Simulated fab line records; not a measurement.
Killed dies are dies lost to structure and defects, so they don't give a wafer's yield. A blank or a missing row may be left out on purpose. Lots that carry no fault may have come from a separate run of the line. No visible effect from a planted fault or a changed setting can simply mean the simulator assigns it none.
fab line records :: flow sky130
record
  lots=13
  wafers=39
  last-day=50
route steps=708 shown LDD_P@259 LDD_HVP@288 PAD_OPEN@708
lots that met no fault: from a run of the same line without faults
start-h: hours from the record's first day to the start of the lot's first wafer shown :: wait-h: hours since the lot's step before :: " the same as in the row above :: L1.1+2: a single row standing in for several wafers :: - no value, or no start was given :: * or withheld: withheld :: < > ~ a bound
route shown NAME@n: a module of which the file shows steps, and the number in the route of the first :: usual: the fault-free wafers' mean and standard deviation :: same: alike in all rows :: chamber/n: place in a boat :: sites: readings site by site :: _std_site: the standard deviation of these :: _edge_site: the outer-site mean with the inner-site mean subtracted :: radius-mm: for every site, how far away it sits from the centre of the wafer :: mask NAME#n: copy n :: behind: the last tool/chamber to shape the wafer :: hold: why the lot was held/for how many hours/how that ended :: device: names the non-switching transistor (n, p or np) :: end of line: at the end of the route, the tests of the same wafers :: a step given without rows: its recipe and nothing more :: killed: the dies lost at the first sort to structure and to defects; this is not the yield of the wafer :: map: dies across one wafer; x = killed, . = not, _ = none there
set.NAME: setting as actually run; set.NAME@STEP: the setting as run at that earlier step :: model.NAME: the simulator's own value behind a step, which no gauge read
steps of the route over a sample of lots; a table a step, a row a wafer
services: a tool's chamber out of use, with start hour (start-h, from the record's first day; less than 0 if before it), hours out, and reason
## steps
# step SKY_LDD_P_EXPOSE_04
# recipe
  mask-id=PSDM
  na=0.6
  source-shape=conventional
  sigma-outer=0.6
  polarization=unpolarized
  target-cd-nm=380
  dose-mj=138
lot.wafer: L168.2+4+5
tool: iline-stepper-02
chamber: 0
start-h: 408.06
wait-h: -
mask: PSDM#0

lot.wafer: L169.1+3+6
tool: iline-stepper-02
chamber: 0
start-h: 422.65
wait-h: -
mask: PSDM#0

lot.wafer: L171.1+5+6
tool: iline-stepper-01
chamber: 0
start-h: 429.51
wait-h: -
mask: PSDM#0

lot.wafer: L172.4+5+6
tool: iline-stepper-02
chamber: 0
start-h: 444.66
wait-h: -
mask: PSDM#0

lot.wafer: L174.1+4+5
tool: iline-stepper-01
chamber: 0
start-h: 486.20
wait-h: -
mask: PSDM#0

lot.wafer: L175.1+2+3
tool: iline-stepper-01
chamber: 0
start-h: 487.52
wait-h: -
mask: PSDM#0

lot.wafer: L178.1+2+5
tool: iline-stepper-02
chamber: 0
start-h: 506.52
wait-h: -
mask: HVPTM#0

lot.wafer: L186.1+4+5
tool: iline-stepper-01
chamber: 0
start-h: 568.27
wait-h: -
mask: PSDM#0

lot.wafer: L187.2+3+5
tool: iline-stepper-02
chamber: 0
start-h: 584.66
wait-h: -
mask: PSDM#0

lot.wafer: L188.1+2+6
tool: iline-stepper-02
chamber: 0
start-h: 588.99
wait-h: -
mask: PSDM#0

lot.wafer: L189.1+2+3
tool: iline-stepper-01
chamber: 0
start-h: 591.62
wait-h: -
mask: PSDM#0

lot.wafer: L190.2+3+6
tool: iline-stepper-02
chamber: 0
start-h: 600.66
wait-h: -
mask: PSDM#0

lot.wafer: L191.2+3+5
tool: iline-stepper-02
chamber: 0
start-h: 612.71
wait-h: -
mask: PSDM#0
# step SKY_LDD_P_CD_MEAS_07
# recipe
  target-cd-nm=380
# usual
  cd-nm=379.4/2.5
lot.wafer: L168.2
tool: cd-sem-01
chamber: -
start-h: 423.71
wait-h: 0.1
cd-nm: 378.1

lot.wafer: L168.4
tool: cd-sem-01
chamber: -
start-h: 423.71
wait-h: 0.1
cd-nm: 381.5

lot.wafer: L168.5
tool: cd-sem-01
chamber: -
start-h: 423.71
wait-h: 0.1
cd-nm: 381.6

lot.wafer: L169.1
tool: cd-sem-01
chamber: -
start-h: 436.95
wait-h: 0.1
cd-nm: 379.4

lot.wafer: L169.3
tool: cd-sem-01
chamber: -
start-h: 436.95
wait-h: 0.1
cd-nm: 377.3

lot.wafer: L169.6
tool: cd-sem-01
chamber: -
start-h: 436.95
wait-h: 0.1
cd-nm: 379.4

lot.wafer: L171.1
tool: cd-sem-01
chamber: -
start-h: 444.44
wait-h: 0.1
cd-nm: 381.8

lot.wafer: L171.5
tool: cd-sem-01
chamber: -
start-h: 444.44
wait-h: 0.1
cd-nm: 380.7

lot.wafer: L171.6
tool: cd-sem-01
chamber: -
start-h: 444.44
wait-h: 0.1
cd-nm: 380.7

lot.wafer: L172.4
tool: cd-sem-02
chamber: -
start-h: 460.31
wait-h: 0.1
cd-nm: 381.9

lot.wafer: L172.5
tool: cd-sem-02
chamber: -
start-h: 460.31
wait-h: 0.1
cd-nm: 379.5

lot.wafer: L172.6
tool: cd-sem-02
chamber: -
start-h: 460.31
wait-h: 0.1
cd-nm: 381.0

lot.wafer: L174.1
tool: cd-sem-02
chamber: -
start-h: 500.60
wait-h: 0.1
cd-nm: 379.7

lot.wafer: L174.4
tool: cd-sem-02
chamber: -
start-h: 500.60
wait-h: 0.1
cd-nm: 379.6

lot.wafer: L174.5
tool: cd-sem-02
chamber: -
start-h: 500.60
wait-h: 0.1
cd-nm: 377.7

lot.wafer: L175.1
tool: cd-sem-01
chamber: -
start-h: 501.99
wait-h: 0.1
cd-nm: 377.6

lot.wafer: L175.2
tool: cd-sem-01
chamber: -
start-h: 501.99
wait-h: 0.1
cd-nm: 375.7

lot.wafer: L175.3
tool: cd-sem-01
chamber: -
start-h: 501.99
wait-h: 0.1
cd-nm: 378.1

lot.wafer: L178.1
tool: cd-sem-02
chamber: -
start-h: 522.84
wait-h: 0.1
cd-nm: -

lot.wafer: L178.2
tool: cd-sem-02
chamber: -
start-h: 522.84
wait-h: 0.1
cd-nm: -

lot.wafer: L178.5
tool: cd-sem-02
chamber: -
start-h: 522.84
wait-h: 0.1
cd-nm: -

lot.wafer: L186.1
tool: cd-sem-01
chamber: -
start-h: 583.79
wait-h: 0.1
cd-nm: 384.5

lot.wafer: L186.4
tool: cd-sem-01
chamber: -
start-h: 583.79
wait-h: 0.1
cd-nm: 382.4

lot.wafer: L186.5
tool: cd-sem-01
chamber: -
start-h: 583.79
wait-h: 0.1
cd-nm: 380.8

lot.wafer: L187.2
tool: cd-sem-01
chamber: -
start-h: 598.22
wait-h: 0.1
cd-nm: 382.2

lot.wafer: L187.3
tool: cd-sem-01
chamber: -
start-h: 598.22
wait-h: 0.1
cd-nm: 378.2

lot.wafer: L187.5
tool: cd-sem-01
chamber: -
start-h: 598.22
wait-h: 0.1
cd-nm: 381.3

lot.wafer: L188.1
tool: cd-sem-01
chamber: -
start-h: 602.94
wait-h: 0.1
cd-nm: 380.8

lot.wafer: L188.2
tool: cd-sem-01
chamber: -
start-h: 602.94
wait-h: 0.1
cd-nm: 378.7

lot.wafer: L188.6
tool: cd-sem-01
chamber: -
start-h: 602.94
wait-h: 0.1
cd-nm: 382.4

lot.wafer: L189.1
tool: cd-sem-01
chamber: -
start-h: 605.94
wait-h: 0.1
cd-nm: 378.3

lot.wafer: L189.2
tool: cd-sem-01
chamber: -
start-h: 605.94
wait-h: 0.1
cd-nm: 375.1

lot.wafer: L189.3
tool: cd-sem-01
chamber: -
start-h: 605.94
wait-h: 0.1
cd-nm: 376.9

lot.wafer: L190.2
tool: cd-sem-01
chamber: -
start-h: 615.66
wait-h: 0.1
cd-nm: 378.5

lot.wafer: L190.3
tool: cd-sem-01
chamber: -
start-h: 615.66
wait-h: 0.1
cd-nm: 374.1

lot.wafer: L190.6
tool: cd-sem-01
chamber: -
start-h: 615.66
wait-h: 0.1
cd-nm: 374.2

lot.wafer: L191.2
tool: cd-sem-02
chamber: -
start-h: 625.82
wait-h: 0.1
cd-nm: 375.3

lot.wafer: L191.3
tool: cd-sem-02
chamber: -
start-h: 625.82
wait-h: 0.1
cd-nm: 375.1

lot.wafer: L191.5
tool: cd-sem-02
chamber: -
start-h: 625.82
wait-h: 0.1
cd-nm: 375.9
# step SKY_LDD_P_TW_MEAS_11
# usual
  LDD_P_TW=635/5.3
lot.wafer: L168.2
tool: film-metro-02
chamber: -
start-h: 424.11
wait-h: 0.1
LDD_P_TW: 639

lot.wafer: L168.4
tool: film-metro-02
chamber: -
start-h: 424.11
wait-h: 0.1
LDD_P_TW: 636

lot.wafer: L168.5
tool: film-metro-02
chamber: -
start-h: 424.11
wait-h: 0.1
LDD_P_TW: 639

lot.wafer: L169.1
tool: film-metro-03
chamber: -
start-h: 437.36
wait-h: 0.1
LDD_P_TW: 627

lot.wafer: L169.3
tool: film-metro-03
chamber: -
start-h: 437.36
wait-h: 0.1
LDD_P_TW: 633

lot.wafer: L169.6
tool: film-metro-03
chamber: -
start-h: 437.36
wait-h: 0.1
LDD_P_TW: 629

lot.wafer: L171.1
tool: film-metro-01
chamber: -
start-h: 444.84
wait-h: 0.1
LDD_P_TW: 637

lot.wafer: L171.5
tool: film-metro-01
chamber: -
start-h: 444.84
wait-h: 0.1
LDD_P_TW: 639

lot.wafer: L171.6
tool: film-metro-01
chamber: -
start-h: 444.84
wait-h: 0.1
LDD_P_TW: 637

lot.wafer: L172.4
tool: film-metro-01
chamber: -
start-h: 460.69
wait-h: 0.1
LDD_P_TW: 640

lot.wafer: L172.5
tool: film-metro-01
chamber: -
start-h: 460.69
wait-h: 0.1
LDD_P_TW: 638

lot.wafer: L172.6
tool: film-metro-01
chamber: -
start-h: 460.69
wait-h: 0.1
LDD_P_TW: 637

lot.wafer: L174.1
tool: film-metro-03
chamber: -
start-h: 501.01
wait-h: 0.1
LDD_P_TW: 629

lot.wafer: L174.4
tool: film-metro-03
chamber: -
start-h: 501.01
wait-h: 0.1
LDD_P_TW: 629

lot.wafer: L174.5
tool: film-metro-03
chamber: -
start-h: 501.01
wait-h: 0.1
LDD_P_TW: 632

lot.wafer: L175.1
tool: film-metro-01
chamber: -
start-h: 502.39
wait-h: 0.1
LDD_P_TW: 641

lot.wafer: L175.2
tool: film-metro-01
chamber: -
start-h: 502.39
wait-h: 0.1
LDD_P_TW: 637

lot.wafer: L175.3
tool: film-metro-01
chamber: -
start-h: 502.39
wait-h: 0.1
LDD_P_TW: 637

lot.wafer: L178.1
tool: film-metro-01
chamber: -
start-h: 523.24
wait-h: 0.1
LDD_P_TW: 30

lot.wafer: L178.2
tool: film-metro-01
chamber: -
start-h: 523.24
wait-h: 0.1
LDD_P_TW: 30

lot.wafer: L178.5
tool: film-metro-01
chamber: -
start-h: 523.24
wait-h: 0.1
LDD_P_TW: 30

lot.wafer: L186.1
tool: film-metro-03
chamber: -
start-h: 584.19
wait-h: 0.1
LDD_P_TW: 628

lot.wafer: L186.4
tool: film-metro-03
chamber: -
start-h: 584.19
wait-h: 0.1
LDD_P_TW: 630

lot.wafer: L186.5
tool: film-metro-03
chamber: -
start-h: 584.19
wait-h: 0.1
LDD_P_TW: 629

lot.wafer: L187.2
tool: film-metro-01
chamber: -
start-h: 598.62
wait-h: 0.1
LDD_P_TW: 641

lot.wafer: L187.3
tool: film-metro-01
chamber: -
start-h: 598.62
wait-h: 0.1
LDD_P_TW: 645

lot.wafer: L187.5
tool: film-metro-01
chamber: -
start-h: 598.62
wait-h: 0.1
LDD_P_TW: 644

lot.wafer: L188.1
tool: film-metro-03
chamber: -
start-h: 603.34
wait-h: 0.1
LDD_P_TW: 634

lot.wafer: L188.2
tool: film-metro-03
chamber: -
start-h: 603.34
wait-h: 0.1
LDD_P_TW: 632

lot.wafer: L188.6
tool: film-metro-03
chamber: -
start-h: 603.34
wait-h: 0.1
LDD_P_TW: 635

lot.wafer: L189.1
tool: film-metro-03
chamber: -
start-h: 606.34
wait-h: 0.1
LDD_P_TW: 632

lot.wafer: L189.2
tool: film-metro-03
chamber: -
start-h: 606.34
wait-h: 0.1
LDD_P_TW: 630

lot.wafer: L189.3
tool: film-metro-03
chamber: -
start-h: 606.34
wait-h: 0.1
LDD_P_TW: 631

lot.wafer: L190.2
tool: film-metro-03
chamber: -
start-h: 616.05
wait-h: 0.1
LDD_P_TW: 629

lot.wafer: L190.3
tool: film-metro-03
chamber: -
start-h: 616.05
wait-h: 0.1
LDD_P_TW: 633

lot.wafer: L190.6
tool: film-metro-03
chamber: -
start-h: 616.05
wait-h: 0.1
LDD_P_TW: 634

lot.wafer: L191.2
tool: film-metro-02
chamber: -
start-h: 626.22
wait-h: 0.1
LDD_P_TW: 639

lot.wafer: L191.3
tool: film-metro-02
chamber: -
start-h: 626.22
wait-h: 0.1
LDD_P_TW: 637

lot.wafer: L191.5
tool: film-metro-02
chamber: -
start-h: 626.22
wait-h: 0.1
LDD_P_TW: 637
# step SKY_LDD_HVP_TW_MEAS_10
# usual
  LDD_HVP_TW=456/4.8
lot.wafer: L168.2
tool: film-metro-01
chamber: -
start-h: 485.86
wait-h: 0.1
LDD_HVP_TW: 456

lot.wafer: L168.4
tool: film-metro-01
chamber: -
start-h: 485.86
wait-h: 0.1
LDD_HVP_TW: 458

lot.wafer: L168.5
tool: film-metro-01
chamber: -
start-h: 485.86
wait-h: 0.1
LDD_HVP_TW: 459

lot.wafer: L169.1
tool: film-metro-03
chamber: -
start-h: 499.04
wait-h: 0.1
LDD_HVP_TW: 451

lot.wafer: L169.3
tool: film-metro-03
chamber: -
start-h: 499.04
wait-h: 0.1
LDD_HVP_TW: 451

lot.wafer: L169.6
tool: film-metro-03
chamber: -
start-h: 499.04
wait-h: 0.1
LDD_HVP_TW: 449

lot.wafer: L171.1
tool: film-metro-04
chamber: -
start-h: 505.65
wait-h: 0.1
LDD_HVP_TW: 463

lot.wafer: L171.5
tool: film-metro-04
chamber: -
start-h: 505.65
wait-h: 0.1
LDD_HVP_TW: 463

lot.wafer: L171.6
tool: film-metro-04
chamber: -
start-h: 505.65
wait-h: 0.1
LDD_HVP_TW: 462

lot.wafer: L172.4
tool: film-metro-03
chamber: -
start-h: 522.98
wait-h: 0.1
LDD_HVP_TW: 452

lot.wafer: L172.5
tool: film-metro-03
chamber: -
start-h: 522.98
wait-h: 0.1
LDD_HVP_TW: 451

lot.wafer: L172.6
tool: film-metro-03
chamber: -
start-h: 522.98
wait-h: 0.1
LDD_HVP_TW: 450

lot.wafer: L174.1
tool: film-metro-01
chamber: -
start-h: 560.60
wait-h: 0.1
LDD_HVP_TW: 460

lot.wafer: L174.4
tool: film-metro-01
chamber: -
start-h: 560.60
wait-h: 0.1
LDD_HVP_TW: 459

lot.wafer: L174.5
tool: film-metro-01
chamber: -
start-h: 560.60
wait-h: 0.1
LDD_HVP_TW: 459

lot.wafer: L175.1
tool: film-metro-03
chamber: -
start-h: 562.38
wait-h: 0.1
LDD_HVP_TW: 455

lot.wafer: L175.2
tool: film-metro-03
chamber: -
start-h: 562.38
wait-h: 0.1
LDD_HVP_TW: 452

lot.wafer: L175.3
tool: film-metro-03
chamber: -
start-h: 562.38
wait-h: 0.1
LDD_HVP_TW: 453

lot.wafer: L178.1
tool: film-metro-01
chamber: -
start-h: 582.15
wait-h: 0.1
LDD_HVP_TW: 702

lot.wafer: L178.2
tool: film-metro-01
chamber: -
start-h: 582.15
wait-h: 0.1
LDD_HVP_TW: 703

lot.wafer: L178.5
tool: film-metro-01
chamber: -
start-h: 582.15
wait-h: 0.1
LDD_HVP_TW: 705

lot.wafer: L186.1
tool: film-metro-04
chamber: -
start-h: 641.19
wait-h: 0.1
LDD_HVP_TW: 464

lot.wafer: L186.4
tool: film-metro-04
chamber: -
start-h: 641.19
wait-h: 0.1
LDD_HVP_TW: 462

lot.wafer: L186.5
tool: film-metro-04
chamber: -
start-h: 641.19
wait-h: 0.1
LDD_HVP_TW: 462

lot.wafer: L187.2
tool: film-metro-03
chamber: -
start-h: 655.41
wait-h: 0.1
LDD_HVP_TW: 456

lot.wafer: L187.3
tool: film-metro-03
chamber: -
start-h: 655.41
wait-h: 0.1
LDD_HVP_TW: 457

lot.wafer: L187.5
tool: film-metro-03
chamber: -
start-h: 655.41
wait-h: 0.1
LDD_HVP_TW: 456

lot.wafer: L188.1
tool: film-metro-01
chamber: -
start-h: 659.58
wait-h: 0.1
LDD_HVP_TW: 457

lot.wafer: L188.2
tool: film-metro-01
chamber: -
start-h: 659.58
wait-h: 0.1
LDD_HVP_TW: 458

lot.wafer: L188.6
tool: film-metro-01
chamber: -
start-h: 659.58
wait-h: 0.1
LDD_HVP_TW: 455

lot.wafer: L189.1
tool: film-metro-01
chamber: -
start-h: 662.03
wait-h: 0.1
LDD_HVP_TW: 459

lot.wafer: L189.2
tool: film-metro-01
chamber: -
start-h: 662.03
wait-h: 0.1
LDD_HVP_TW: 457

lot.wafer: L189.3
tool: film-metro-01
chamber: -
start-h: 662.03
wait-h: 0.1
LDD_HVP_TW: 459

lot.wafer: L190.2
tool: film-metro-03
chamber: -
start-h: 672.14
wait-h: 0.1
LDD_HVP_TW: 450

lot.wafer: L190.3
tool: film-metro-03
chamber: -
start-h: 672.14
wait-h: 0.1
LDD_HVP_TW: 454

lot.wafer: L190.6
tool: film-metro-03
chamber: -
start-h: 672.14
wait-h: 0.1
LDD_HVP_TW: 453

lot.wafer: L191.2
tool: film-metro-04
chamber: -
start-h: 682.46
wait-h: 0.1
LDD_HVP_TW: 465

lot.wafer: L191.3
tool: film-metro-04
chamber: -
start-h: 682.46
wait-h: 0.1
LDD_HVP_TW: 464

lot.wafer: L191.5
tool: film-metro-04
chamber: -
start-h: 682.46
wait-h: 0.1
LDD_HVP_TW: 465
# step SKY_PAD_OPEN_PROBE_99
# usual
  killed_at_M0_to_M3=44/6.4
  killed_at_M4_up=3.4/2.1
  killed-at-contacts=23/5
  killed-at-front-end=15/4.5
  killed-at-other=0.3/0.54
  killed-dies=86/9.5
  killed-on-rim=17/3.9
  killed-open=48/6.9
  killed-short=38/5.9
# same
  gross-dies=492
  killed-at-back-side=0
lot.wafer: L178.1
tool: prober-01
chamber: -
start-h: 1133.42
wait-h: 0.1
killed_at_M0_to_M3: 51
killed_at_M4_up: 7
killed-at-contacts: 25
killed-at-front-end: 409
killed-at-other: 0
killed-dies: 492
killed-on-rim: 96
killed-open: 63
killed-short: 37

lot.wafer: L178.2
tool: prober-01
chamber: -
start-h: 1133.47
wait-h: 0.1
killed_at_M0_to_M3: 50
killed_at_M4_up: 7
killed-at-contacts: 20
killed-at-front-end: 414
killed-at-other: 1
killed-dies: 492
killed-on-rim: 96
killed-open: 50
killed-short: 48

lot.wafer: L178.5
tool: prober-01
chamber: -
start-h: 1133.62
wait-h: 0.2
killed_at_M0_to_M3: 43
killed_at_M4_up: 4
killed-at-contacts: 18
killed-at-front-end: 427
killed-at-other: 0
killed-dies: 492
killed-on-rim: 96
killed-open: 43
killed-short: 42
# killed by level:class
L178.1 LDD_P:area-expose=392 VIA1:geometric-particle:open=19 LI_CONTACT:geometric-particle:open=9 METAL2:geometric-particle:short=7 CONTACT:geometric-particle:open=6 VIA3:geometric-particle:open=6 FIELD_ISO:geometric-particle:open=5 FIELD_ISO:geometric-particle:short=5
L178.2 LDD_P:area-expose=390 VIA1:geometric-particle:open=13 VIA2:geometric-particle:open=8 FIELD_ISO:geometric-particle:short=7 LI_CONTACT:geometric-particle:open=6 CONTACT:geometric-particle:open=6 VIA3:geometric-particle:open=5 METAL4:geometric-particle:short=5
L178.5 LDD_P:area-expose=406 VIA1:geometric-particle:short=9 FIELD_ISO:geometric-particle:open=7 VIA1:geometric-particle:open=7 VIA2:geometric-particle:open=7 POLY_GATE:geometric-particle:short=5 CONTACT:geometric-particle:short=5 LI_CONTACT:geometric-particle:open=5
## services
tool: iline-stepper-02
chamber: 0
start-h: 469.34
hours: -
kind: calibration

tool: iline-stepper-01
chamber: 0
start-h: 480.42
hours: -
kind: calibration

tool: iline-stepper-02
chamber: -
start-h: 519.74
hours: 1.7
kind: pm

tool: iline-stepper-01
chamber: -
start-h: 530.05
hours: 1.0
kind: repair

tool: iline-stepper-01
chamber: -
start-h: 598.22
hours: 1.7
kind: pm
## key
first-sign
  step=SKY_LDD_P_EXPOSE_04
  reading=mask
  direction=changed
effect
  step=SKY_LDD_P_CD_MEAS_07
  reading=cd-nm
  direction=missing
effect
  step=SKY_LDD_P_TW_MEAS_11
  reading=LDD_P_TW
  direction=down
  sigmas=99+
  usual=635
  struck=30
effect
  step=SKY_LDD_HVP_TW_MEAS_10
  reading=LDD_HVP_TW
  direction=up
  sigmas=51
  usual=456
  struck=704
effect
  step=SKY_PAD_OPEN_PROBE_99
  reading=killed-at-front-end
  direction=up
  sigmas=88
  usual=15
  struck=417
more-kills-born-at
  SKY_LDD_P_EXPOSE_04@iline-stepper-02=1188
met-at SKY_LDD_P_EXPOSE_04
struck-lots L178
tester-left-out L178
onset-between 444.66 506.52
fault
  kind=wrong-mask
  tool=any
  chamber=-
  onset-h=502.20
  steps=SKY_LDD_P_EXPOSE_04
  aux-copy=HVPTM#0
  scope=struck-lots-only
# tester-left-out: of these lots the tester's yield and bins aren't shown, on N5 and GAA mostly nor the transistor test; their killed dies are dies lost to structure and defects alone, not to doping, threshold or leakage, so they don't give the yield
